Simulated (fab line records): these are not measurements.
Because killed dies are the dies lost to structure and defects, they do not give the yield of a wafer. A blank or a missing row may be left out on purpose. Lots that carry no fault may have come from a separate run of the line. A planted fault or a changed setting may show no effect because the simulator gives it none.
fab line records | flow sky130
record: lots: 24 wafers: 72 last-day: 50
route steps=708 shown SPACER@305 CONTACT@409 VIA4@642 PASSIVATION@684
lots with no fault: from the same line, run without faults
start-h: hours from the record's opening day to when the first of the lot's shown wafers began | wait-h: time in hours since the lot's previous step | " same as the row above | L1.1+2: a single row standing in for several wafers | - value missing, or start not given | * or withheld: withheld | < > ~ a bound
route shown NAME@n: names a module that has steps shown in the file, with the first one's number in the route | usual: mean and standard deviation over wafers with no fault | same: alike in all rows | chamber/n: place in a boat | sites: each site's reading | _std_site: the values' standard deviation | _edge_site: mean of outer sites minus mean of inner sites | radius-mm: how far each site lies from the wafer's centre | mask NAME#n: copy n | behind: the most recent tool/chamber to have shaped the wafer | hold: the reason the lot was held/the length of the hold in hours/how it ended | device: names the non-switching transistor (n, p or np) | end of line: tests of these same wafers at the route's end | a step given without rows: its recipe and nothing more | killed: at the first sort, the dies lost to defects and structure; wafer yield is something else | map: dies across one wafer; x = killed, . = not, _ = none there
set.NAME: the setting as run; set.NAME@STEP: as run at that earlier step | model.NAME: the simulator's own value behind a step, which no gauge read
the route's steps for a sample of lots (tables are steps, rows are wafers)
services: from which hour (start-h, from the record's first day; less than 0 if before it) a tool's chamber was out of use, for how many hours, and why
== steps ==
step: SKY_SPACER_THK_MEAS_01
recipe: reads: Si3N4_of_SPACER_CVD_00
usual: SPACER_CVD_00_THK: 42.9/0.33
columns lot.wafer tool chamber start-h wait-h SPACER_CVD_00_THK[nm]
L074.1 film-metro-02 - 525.33 0.0 43.1
L074.2 " - " " 42.9
L074.5 " - " " 42.8
L075.1 film-metro-01 - 539.29 0.0 43.1
L075.2 " - " " 42.9
L075.4 " - " " 43.1
L076.3 film-metro-01 - 545.66 0.0 42.2
L076.5 " - " " 42.6
L076.6 " - " " 42.3
L077.1 film-metro-02 - 563.63 0.0 43.1
L077.4 " - " " 42.8
L077.5 " - " " 43.3
L078.2 film-metro-01 - 565.89 0.0 43.0
L078.3 " - " " 43.3
L078.5 " - " " 42.8
L079.2 film-metro-03 - 574.94 0.0 43.0
L079.4 " - " " 42.9
L079.6 " - " " 42.9
L080.1 film-metro-03 - 584.77 0.0 42.7
L080.2 " - " " 43.0
L080.4 " - " " 42.6
L081.4 film-metro-01 - 593.56 0.0 43.3
L081.5 " - " " 43.0
L081.6 " - " " 43.2
L082.1 film-metro-01 - 597.34 0.0 43.3
L082.2 " - " " 42.9
L082.6 " - " " 43.2
L083.2 film-metro-03 - 603.43 0.0 43.0
L083.3 " - " " 43.0
L083.5 " - " " 43.0
L084.2 film-metro-03 - 614.93 0.0 42.9
L084.4 " - " " 43.0
L084.6 " - " " 43.3
L085.3 film-metro-03 - 628.84 0.0 42.8
L085.4 " - " " 42.8
L085.6 " - " " 42.8
L086.1 film-metro-03 - 630.03 0.0 43.5
L086.4 " - " " 43.3
L086.5 " - " " 43.8
L087.2 film-metro-02 - 636.54 0.0 42.8
L087.3 " - " " 43.1
L087.5 " - " " 42.9
L088.1 film-metro-01 - 652.29 0.0 43.0
L088.3 " - " " 42.6
L088.4 " - " " 42.5
L089.2 film-metro-03 - 658.24 0.0 42.4
L089.3 " - " " 42.8
L089.4 " - " " 42.6
L090.2 film-metro-02 - 670.23 0.0 43.6
L090.4 " - " " 43.5
L090.6 " - " " 43.4
L091.1 film-metro-03 - 672.03 0.0 42.5
L091.3 " - " " 42.7
L091.4 " - " " 42.5
L092.1 film-metro-03 - 673.84 0.0 42.6
L092.4 " - " " 42.9
L092.5 " - " " 43.0
L093.1 film-metro-03 - 686.02 0.0 43.1
L093.2 " - " " 43.1
L093.4 " - " " 43.2
L094.1 film-metro-02 - 697.18 0.0 42.7
L094.4 " - " " 42.6
L094.5 " - " " 42.8
L095.2 film-metro-01 - 708.25 0.0 43.4
L095.3 " - " " 43.5
L095.4 " - " " 43.5
L096.1 film-metro-02 - 713.24 0.0 43.4
L096.2 " - " " 43.1
L096.4 " - " " 43.7
L097.1 film-metro-02 - 727.62 0.0 42.8
L097.4 " - " " 42.8
L097.6 " - " " 42.9
step: SKY_CONTACT_THK_MEAS_03
recipe: reads: SiO2_of_CONTACT_HDPCVD_02
usual: CONTACT_HDPCVD_THK: 568/6.7
columns lot.wafer tool chamber start-h wait-h CONTACT_HDPCVD_THK[nm]
L074.1 film-metro-01 - 706.02 0.0 560
L074.2 " - " " 563
L074.5 " - " " 564
L075.1 film-metro-03 - 717.24 0.0 575
L075.2 " - " " 570
L075.4 " - " " 565
L076.3 film-metro-01 - 725.57 0.1 572
L076.5 " - " " 562
L076.6 " - " " 567
L077.1 film-metro-04 - 740.45 0.0 571
L077.4 " - " " 572
L077.5 " - " " 572
L078.2 film-metro-04 - 742.35 0.0 573
L078.3 " - " " 559
L078.5 " - " " 569
L079.2 film-metro-04 - 749.81 0.0 574
L079.4 " - " " 567
L079.6 " - " " 571
L080.1 film-metro-03 - 760.02 0.1 560
L080.2 " - " " 568
L080.4 " - " " 564
L081.4 film-metro-01 - 767.33 0.0 578
L081.5 " - " " 564
L081.6 " - " " 572
L082.1 film-metro-01 - 770.78 0.1 560
L082.2 " - " " 560
L082.6 " - " " 564
L083.2 film-metro-04 - 779.65 0.0 564
L083.3 " - " " 568
L083.5 " - " " 563
L084.2 film-metro-01 - 787.69 0.0 559
L084.4 " - " " 552
L084.6 " - " " 563
L085.3 film-metro-04 - 800.55 0.1 573
L085.4 " - " " 569
L085.6 " - " " 572
L086.1 film-metro-01 - 801.91 0.0 573
L086.4 " - " " 566
L086.5 " - " " 566
L087.2 film-metro-03 - 808.06 0.0 564
L087.3 " - " " 575
L087.5 " - " " 588
L088.1 film-metro-03 - 821.65 0.0 559
L088.3 " - " " 565
L088.4 " - " " 571
L089.2 film-metro-03 - 828.29 0.0 571
L089.3 " - " " 572
L089.4 " - " " 564
L090.2 film-metro-04 - 838.00 0.0 577
L090.4 " - " " 571
L090.6 " - " " 574
L091.1 film-metro-04 - 840.73 0.0 569
L091.3 " - " " 560
L091.4 " - " " 562
L092.1 film-metro-04 - 841.46 0.0 569
L092.4 " - " " 583
L092.5 " - " " 571
L093.1 film-metro-04 - 853.28 0.0 562
L093.2 " - " " 558
L093.4 " - " " 564
L094.1 film-metro-03 - 860.51 0.0 578
L094.4 " - " " 582
L094.5 " - " " 570
L095.2 film-metro-04 - 872.46 0.0 566
L095.3 " - " " 572
L095.4 " - " " 576
L096.1 film-metro-04 - 875.54 0.0 562
L096.2 " - " " 558
L096.4 " - " " 565
L097.1 film-metro-03 - 890.67 0.0 574
L097.4 " - " " 574
L097.6 " - " " 573
step: SKY_VIA4_BOW_MEAS_03
recipe: mode: bow
usual: VIA4_BOW: 81/8.4
columns lot.wafer tool chamber start-h wait-h VIA4_BOW[um]
L074.1 film-metro-04 - 979.61 0.1 91
L074.2 " - " " 76
L074.5 " - " " 84
L075.1 film-metro-03 - 988.76 0.1 84
L075.2 " - " " 84
L075.4 " - " " 96
L076.3 film-metro-04 - 997.04 0.1 91
L076.5 " - " " 74
L076.6 " - " " 76
L077.1 film-metro-04 - 1007.85 0.2 86
L077.4 " - " " 82
L077.5 " - " " 75
L078.2 film-metro-03 - 1008.22 0.2 87
L078.3 " - " " 82
L078.5 " - " " 85
L079.2 film-metro-03 - 1018.52 0.2 78
L079.4 " - " " 80
L079.6 " - " " 87
L080.1 film-metro-01 - 1027.58 0.2 81
L080.2 " - " " 72
L080.4 " - " " 76
L081.4 film-metro-01 - 1031.60 0.3 74
L081.5 " - " " 78
L081.6 " - " " 96
L082.1 film-metro-01 - 1033.36 0.2 81
L082.2 " - " " 81
L082.6 " - " " 77
L083.2 film-metro-04 - 1043.54 0.3 95
L083.3 " - " " 101
L083.5 " - " " 94
L084.2 film-metro-03 - 1051.08 0.2 93
L084.4 " - " " 85
L084.6 " - " " 92
L085.3 film-metro-04 - 1060.61 0.3 97
L085.4 " - " " 81
L085.6 " - " " 87
L086.1 film-metro-01 - 1062.62 0.1 87
L086.4 " - " " 82
L086.5 " - " " 87
L087.2 film-metro-03 - 1066.16 0.2 93
L087.3 " - " " 87
L087.5 " - " " 82
L088.1 film-metro-03 - 1078.64 0.2 84
L088.3 " - " " 71
L088.4 " - " " 75
L089.2 film-metro-03 - 1081.42 0.2 81
L089.3 " - " " 71
L089.4 " - " " 76
L090.2 film-metro-01 - 1090.72 0.3 86
L090.4 " - " " 86
L090.6 " - " " 92
L091.1 film-metro-03 - 1095.52 0.1 66
L091.3 " - " " 67
L091.4 " - " " 68
L092.1 film-metro-04 - 1095.82 0.1 76
L092.4 " - " " 84
L092.5 " - " " 88
L093.1 film-metro-01 - 1103.40 0.2 74
L093.2 " - " " 65
L093.4 " - " " 84
L094.1 film-metro-03 - 1109.10 0.1 62
L094.4 " - " " 75
L094.5 " - " " 78
L095.2 film-metro-01 - 1119.70 0.3 84
L095.3 " - " " 90
L095.4 " - " " 89
L096.1 film-metro-04 - 1121.54 0.2 65
L096.2 " - " " 81
L096.4 " - " " 80
L097.1 film-metro-03 - 1133.44 0.2 70
L097.4 " - " " 64
L097.6 " - " " 72
step: SKY_VIA4_SPUTTER_17
recipe: material: TiN target-thk-nm: 20 chamber-pressure-pa: 5 power-w: 4000 time-s: 80
usual: throttle-valve-pct: 29.3/1.2
columns lot.wafer tool chamber start-h wait-h throttle-valve-pct
L074.1 pvd-sputter-02 - 1003.33 0.0 29.8
L074.2 " - " " 27.8
L074.5 " - " " 29.7
L075.1 pvd-sputter-01 - 1012.73 0.0 28.3
L075.2 " - " " 30.0
L075.4 " - " " 27.8
L076.3 pvd-sputter-04 - 1021.49 0.0 27.6
L076.5 " - " " 27.5
L076.6 " - " " 30.2
L077.1 pvd-sputter-01 - 1032.37 0.0 27.7
L077.4 " - " " 29.0
L077.5 " - " " 29.3
L078.2 pvd-sputter-02 - 1032.59 0.0 29.6
L078.3 " - " " 29.0
L078.5 " - " " 29.5
L079.2 pvd-sputter-01 - 1042.57 0.0 29.3
L079.4 " - " " 29.8
L079.6 " - " " 29.5
L080.1 pvd-sputter-04 - 1051.97 0.0 30.4
L080.2 " - " " 30.4
L080.4 " - " " 31.1
L081.4 pvd-sputter-04 - 1054.80 0.0 27.5
L081.5 " - " " 30.4
L081.6 " - " " 30.9
L082.1 pvd-sputter-04 - 1057.22 0.0 27.4
L082.2 " - " " 31.0
L082.6 " - " " 27.5
L083.2 pvd-sputter-01 - 1066.27 0.0 29.2
L083.3 " - " " 29.8
L083.5 " - " " 29.3
L084.2 pvd-sputter-02 - 1074.08 0.0 29.5
L084.4 " - " " 27.8
L084.6 " - " " 29.6
L085.3 pvd-sputter-04 - 1082.65 0.0 30.5
L085.4 " - " " 31.0
L085.6 " - " " 30.4
L086.1 pvd-sputter-02 - 1084.63 0.0 29.7
L086.4 " - " " 29.4
L086.5 " - " " 28.9
L087.2 pvd-sputter-02 - 1087.60 0.0 29.1
L087.3 " - " " 27.9
L087.5 " - " " 28.0
L088.1 pvd-sputter-01 - 1099.97 0.0 27.6
L088.3 " - " " 29.7
L088.4 " - " " 28.5
L089.2 pvd-sputter-04 - 1102.73 0.0 30.3
L089.3 " - " " 30.7
L089.4 " - " " 27.5
L090.2 pvd-sputter-01 - 1111.05 0.0 29.9
L090.4 " - " " 28.4
L090.6 " - " " 29.1
L091.1 pvd-sputter-01 - 1115.79 0.0 27.6
L091.3 " - " " 28.7
L091.4 " - " " 29.6
L092.1 pvd-sputter-04 - 1116.42 0.0 27.6
L092.4 " - " " 30.7
L092.5 " - " " 27.6
L093.1 pvd-sputter-04 - 1124.00 0.0 27.2
L093.2 " - " " 30.4
L093.4 " - " " 30.4
L094.1 pvd-sputter-02 - 1129.86 0.0 28.8
L094.4 " - " " 28.1
L094.5 " - " " 29.6
L095.2 pvd-sputter-04 - 1139.62 0.0 27.5
L095.3 " - " " 30.3
L095.4 " - " " 30.6
L096.1 pvd-sputter-04 - 1140.79 0.0 30.2
L096.2 " - " " 31.1
L096.4 " - " " 30.5
L097.1 pvd-sputter-02 - 1152.67 0.0 29.7
L097.4 " - " " 29.6
L097.6 " - " " 29.6
step: SKY_VIA4_RS_MEAS_19
recipe: thk-meas-gauge: four-point-probe reads: W_of_VIA4_CVD_18+TiN_of_VIA4_SPUTTER_17
usual: VIA4_W_RS: 0.225/0.0034
columns lot.wafer tool chamber start-h wait-h VIA4_W_RS[ohm/sq]
L074.1 film-metro-04 - 1003.54 0.1 0.229
L074.2 " - " " 0.219
L074.5 " - " " 0.229
L075.1 film-metro-01 - 1012.94 0.1 0.220
L075.2 " - " " 0.225
L075.4 " - " " 0.224
L076.3 film-metro-04 - 1021.74 0.1 0.226
L076.5 " - " " 0.221
L076.6 " - " " 0.227
L077.1 film-metro-01 - 1032.58 0.1 0.223
L077.4 " - " " 0.223
L077.5 " - " " 0.224
L078.2 film-metro-01 - 1032.82 0.1 0.220
L078.3 " - " " 0.225
L078.5 " - " " 0.221
L079.2 film-metro-01 - 1042.80 0.1 0.220
L079.4 " - " " 0.225
L079.6 " - " " 0.220
L080.1 film-metro-01 - 1052.23 0.1 0.220
L080.2 " - " " 0.224
L080.4 " - " " 0.220
L081.4 film-metro-04 - 1055.07 0.1 0.229
L081.5 " - " " 0.225
L081.6 " - " " 0.228
L082.1 film-metro-03 - 1057.43 0.1 0.229
L082.2 " - " " 0.223
L082.6 " - " " 0.225
L083.2 film-metro-01 - 1066.50 0.1 0.220
L083.3 " - " " 0.228
L083.5 " - " " 0.221
L084.2 film-metro-03 - 1074.31 0.1 0.227
L084.4 " - " " 0.221
L084.6 " - " " 0.232
L085.3 film-metro-01 - 1082.90 0.1 0.223
L085.4 " - " " 0.219
L085.6 " - " " 0.220
L086.1 film-metro-01 - 1084.84 0.1 0.225
L086.4 " - " " 0.232
L086.5 " - " " 0.232
L087.2 film-metro-04 - 1087.83 0.1 0.223
L087.3 " - " " 0.223
L087.5 " - " " 0.225
L088.1 film-metro-04 - 1100.18 0.1 0.225
L088.3 " - " " 0.224
L088.4 " - " " 0.230
L089.2 film-metro-03 - 1102.97 0.1 0.224
L089.3 " - " " 0.220
L089.4 " - " " 0.223
L090.2 film-metro-01 - 1111.28 0.1 0.223
L090.4 " - " " 0.226
L090.6 " - " " 0.226
L091.1 film-metro-04 - 1116.00 0.1 0.225
L091.3 " - " " 0.222
L091.4 " - " " 0.225
L092.1 film-metro-01 - 1116.64 0.1 0.223
L092.4 " - " " 0.225
L092.5 " - " " 0.224
L093.1 film-metro-03 - 1124.21 0.1 0.230
L093.2 " - " " 0.223
L093.4 " - " " 0.224
L094.1 film-metro-04 - 1130.08 0.1 0.225
L094.4 " - " " 0.225
L094.5 " - " " 0.226
L095.2 film-metro-03 - 1139.85 0.1 0.221
L095.3 " - " " 0.229
L095.4 " - " " 0.222
L096.1 film-metro-01 - 1141.00 0.1 0.232
L096.2 " - " " 0.225
L096.4 " - " " 0.224
L097.1 film-metro-03 - 1152.88 0.1 0.230
L097.4 " - " " 0.227
L097.6 " - " " 0.230
step: SKY_PASSIVATION_THK_MEAS_03
recipe: reads: Si3N4_of_PASSIVATION_CVD_02
usual: PASSIVATION_CVD_02_THK: 539/8.2
columns lot.wafer tool chamber start-h wait-h PASSIVATION_CVD_02_THK[nm]
L074.1 film-metro-04 - 1028.67 - 539
L074.2 " - " " 535
L074.5 " - " " 544
L075.1 film-metro-04 - 1038.20 - 540
L075.2 " - " " 531
L075.4 " - " " 554
L076.3 film-metro-04 - 1046.51 - 533
L076.5 " - " " 536
L076.6 " - " " 543
L077.1 film-metro-01 - 1057.69 - 533
L077.4 " - " " 547
L077.5 " - " " 537
L078.2 film-metro-04 - 1057.70 - 533
L078.3 " - " " 531
L078.5 " - " " 543
L079.2 film-metro-01 - 1066.92 - 531
L079.4 " - " " 541
L079.6 " - " " 535
L080.1 film-metro-01 - 1075.88 - 533
L080.2 " - " " 528
L080.4 " - " " 541
L081.4 film-metro-04 - 1078.47 - 557
L081.5 " - " " 564
L081.6 " - " " 552
L082.1 film-metro-02 - 1081.52 - 544
L082.2 " - " " 528
L082.6 " - " " 538
L083.2 film-metro-04 - 1088.41 - 545
L083.3 " - " " 528
L083.5 " - " " 546
L084.2 film-metro-01 - 1096.86 - 529
L084.4 " - " " 542
L084.6 " - " " 527
L085.3 film-metro-04 - 1104.71 - 535
L085.4 " - " " 544
L085.6 " - " " 542
L086.1 film-metro-01 - 1106.65 - 541
L086.4 " - " " 546
L086.5 " - " " 549
L087.2 film-metro-01 - 1109.60 - 527
L087.3 " - " " 524
L087.5 " - " " 542
L088.1 film-metro-01 - 1122.32 - 540
L088.3 " - " " 547
L088.4 " - " " 547
L089.2 film-metro-02 - 1124.75 - 547
L089.3 " - " " 547
L089.4 " - " " 559
L090.2 film-metro-04 - 1131.90 - 521
L090.4 " - " " 533
L090.6 " - " " 533
L091.1 film-metro-02 - 1138.04 - 540
L091.3 " - " " 540
L091.4 " - " " 539
L092.1 film-metro-01 - 1138.19 - 536
L092.4 " - " " 549
L092.5 " - " " 556
L093.1 film-metro-01 - 1144.84 - 532
L093.2 " - " " 529
L093.4 " - " " 536
L094.1 film-metro-01 - 1150.00 - 530
L094.4 " - " " 541
L094.5 " - " " 542
L095.2 film-metro-02 - 1159.95 - 532
L095.3 " - " " 528
L095.4 " - " " 525
L096.1 film-metro-02 - 1161.05 - 542
L096.2 " - " " 547
L096.4 " - " " 548
L097.1 film-metro-04 - 1172.04 - 529
L097.4 " - " " 536
L097.6 " - " " 535
== services ==
columns tool chamber start-h hours kind
pvd-sputter-04 0 980.00 - consumable-replace:kit
pvd-sputter-04 0 980.00 18.0 scheduled-down
pvd-sputter-04 0 980.00 18.0 vent-cycle
pvd-sputter-01 1 983.49 - consumable-replace:kit
pvd-sputter-01 1 983.49 18.0 scheduled-down
pvd-sputter-01 1 983.49 18.0 vent-cycle
pvd-sputter-01 - 992.24 2.5 repair
pvd-sputter-04 - 1007.05 11.3 repair
pvd-sputter-01 - 1015.50 1.3 repair
pvd-sputter-04 - 1064.30 8.0 repair
pvd-sputter-01 - 1089.25 4.3 repair
pvd-sputter-02 3 1103.87 - consumable-replace:kit
pvd-sputter-02 3 1103.87 18.0 scheduled-down
pvd-sputter-02 3 1103.87 18.0 vent-cycle
pvd-sputter-01 0 1129.96 - consumable-replace:kit
pvd-sputter-01 0 1129.96 18.0 scheduled-down
pvd-sputter-01 0 1129.96 18.0 vent-cycle
pvd-sputter-04 3 1143.08 - consumable-replace:kit
pvd-sputter-04 3 1143.08 18.0 scheduled-down
pvd-sputter-04 3 1143.08 18.0 vent-cycle
== key ==
fault none
